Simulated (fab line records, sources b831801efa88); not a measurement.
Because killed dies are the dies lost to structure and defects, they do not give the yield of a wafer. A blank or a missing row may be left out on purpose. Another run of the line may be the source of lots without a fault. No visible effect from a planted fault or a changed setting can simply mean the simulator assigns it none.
Which tool is to blame?    flow gf180mcu    7 lots with 21 wafers sampled at 3 steps, on a route of 602 steps

== WHAT EACH GAUGE READ, for each wafer ==
GF_VT_IMPLANT_TW_MEAS_10.
lot   measured      on             VT_IMPLANT_TW
L639  day 5 21:00   film metro-04  556 558 561
L646  day 7 15:11   film metro-03  572 571 565
L648  day 8 05:11   film metro-03  30 30 30
L650  day 8 16:28   film metro-04  561 562 564
L655  day 9 20:14   film metro-04  563 564 561
L657  day 10 15:37  film metro-03  566 564 565
L660  day 11 07:18  film metro-04  562 563 558

== WHAT TOOL EACH LOT RAN ON (gives the tool, then ch and the chambers of the sampled wafers, and finally the start) ==
lot   GF_MVPSD_STRIP_10                     GF_VT_IMPLANT_STRIP_09
L639  plasma asher-01 ch 0,1, day 5 06:28   plasma asher-04 ch 0,1, day 5 20:54
L646  plasma asher-03 ch 0,1, day 6 23:50   plasma asher-04 ch 0,1, day 7 15:02
L648  plasma asher-02 ch 1, day 7 14:02     plasma asher-02 ch 0,1, day 8 05:05
L650  plasma asher-01 ch 0,1, day 7 23:34   plasma asher-03 ch 0,1, day 8 16:22
L655  plasma asher-03 ch 0,1, day 9 03:34   plasma asher-02 ch 0,1, day 9 20:08
L657  plasma asher-02 ch 0,1, day 9 21:25   plasma asher-04 ch 0,1, day 10 15:32
L660  plasma asher-03 ch 0,1, day 10 13:01  plasma asher-04 ch 0,1, day 11 07:11
- GF_MVPSD_STRIP_10: strips in O2/N2.
- GF_VT_IMPLANT_STRIP_09: strips in O2/N2.

== THE ANSWER, worked out from the rows above alone ==
Rule: the lots themselves supply what counts as usual. Put in order of their means at a reading, lots are off if they are a third of the lots or fewer, leave a main group of 4 or more, and stand apart from it by a gap of 3 or more times the standard deviation of the main group's means; of several such gaps the widest counts. A main group whose means are all the same, to the digits that the tables above print for the reading, isn't used. A lot without any number at a reading at which 4 lots or more have one is off too. Any other lot the step has rows for is counted as sound.
Off: at GF_VT_IMPLANT_TW_MEAS_10 (VT_IMPLANT_TW), L648. The main group: mean 563, standard deviation 3.4.
A tool fits if, at a process step before that reading, it ran every lot that is off, and no sound lot after the first of them. Gauges at GF_VT_IMPLANT_TW_MEAS_10: tried the same way as those tools. Of those tried, none fits.

== WHAT HAD BEEN PUT IN BY THE SIMULATOR ==
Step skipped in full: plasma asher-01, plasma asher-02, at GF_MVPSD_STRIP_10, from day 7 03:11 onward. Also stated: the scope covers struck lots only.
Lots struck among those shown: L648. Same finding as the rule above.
